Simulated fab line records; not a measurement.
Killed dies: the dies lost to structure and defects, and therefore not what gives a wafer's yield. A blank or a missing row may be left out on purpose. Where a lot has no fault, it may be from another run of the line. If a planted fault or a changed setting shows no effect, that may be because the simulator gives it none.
Comparing a struck lot with a sound one :: flow sky130 :: 15 out of 708 route steps
Sound: the wafers L511.2, L511.4, L511.6. Wafers struck: L519.1, L519.2, L519.4. The cause is given at the end.
At each step with rows: each side's tool, then ch and its chambers, then its first start. Under that, the readings that differ: sound wafers :: struck wafers :: difference of the means :: sigmas: that difference in standard deviations of wafers without a fault.
alike: readings with means less than 2 such deviations apart, plus words and numbers identical on both sides. not compared: withheld readings, readings lacking a value on some wafer, bounds such as >300 that could conceal the same value, and numbers that have no deviation in the record and whose values overlap.
A row with sigmas, a row that says differs or no value, or rows on one side alone: a step with any of these is where the two part. Non-overlapping numbers with no deviation appear without sigmas and do not part them. Lack of a reading on every wafer of one side parts them only where that side has two or more wafers.

first, 2 steps without rows for these wafers: SKY_METAL2_CLEAN_23 (cleans in O3/DIW); SKY_VIA2_HDPCVD_00 (deposits SiO2, target thk 1180 nm, time 196.7 s).
SKY_VIA2_THK_MEAS_01:
  struck on filmMetro-02, day 39 00:16; sound on filmMetro-03, day 36 17:27
  alike: VIA2_HDPCVD_THK
SKY_VIA2_CMP_02: polishes SiO2.
  sound on cmp-01 ch 0,2,3, day 36 17:30; struck on cmp-02 ch 1,2,3, day 39 00:34
  alike: motorCurrentA
SKY_VIA2_BOW_MEAS_03:
  struck on filmMetro-03, day 39 00:52; sound on filmMetro-02, day 36 17:49
  alike: VIA2_BOW
then, 7 steps without rows for these wafers: SKY_VIA2_DEHYDRATE_04 (time 60 s); SKY_VIA2_HMDS_05 (prime time 60 s); SKY_VIA2_COAT_06 (resist thk 60 nm); SKY_VIA2_COAT_07 (resist thk 450 nm); SKY_VIA2_SOFTBAKE_08 (time 90 s); SKY_VIA2_EXPOSE_09 (exposes mask VIM2, target cd 200 nm); SKY_VIA2_PEB_10.
SKY_VIA2_DEVELOP_11: develop time 60 s.
  sound on lithoTrack-03 ch 0, day 37 19:00; struck on lithoTrack-03 ch 0, day 40 01:00
reading: developerTempC (C)
sound: 21.11 21.01 21.18
struck: 21.78 21.70 21.90
difference: +0.69
sigmas: +6
SKY_VIA2_CD_MEAS_12: the cd target is 200 nm.
  struck on cdSem-02, day 40 01:50; sound on cdSem-02, day 37 20:07
  alike: cdNm
-- the record jumps here: 9 days lie between the struck wafers' starts before and after (it left off in module VIA2 and takes up again in module PAD_OPEN, whose first step shown is number 708 of the route) --
SKY_PAD_OPEN_PROBE_99:
  rows exist in the record for the struck wafers here (prober-02, day 48 17:47), but not for the sound ones

== WHERE THEY PART ==
Earliest at SKY_VIA2_DEVELOP_11; latest, in this record, at SKY_PAD_OPEN_PROBE_99.

WHY: what had been put in by the simulator
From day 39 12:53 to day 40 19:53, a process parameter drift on lithoTrack-03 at SKY_VIA2_DEVELOP_11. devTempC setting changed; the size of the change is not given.
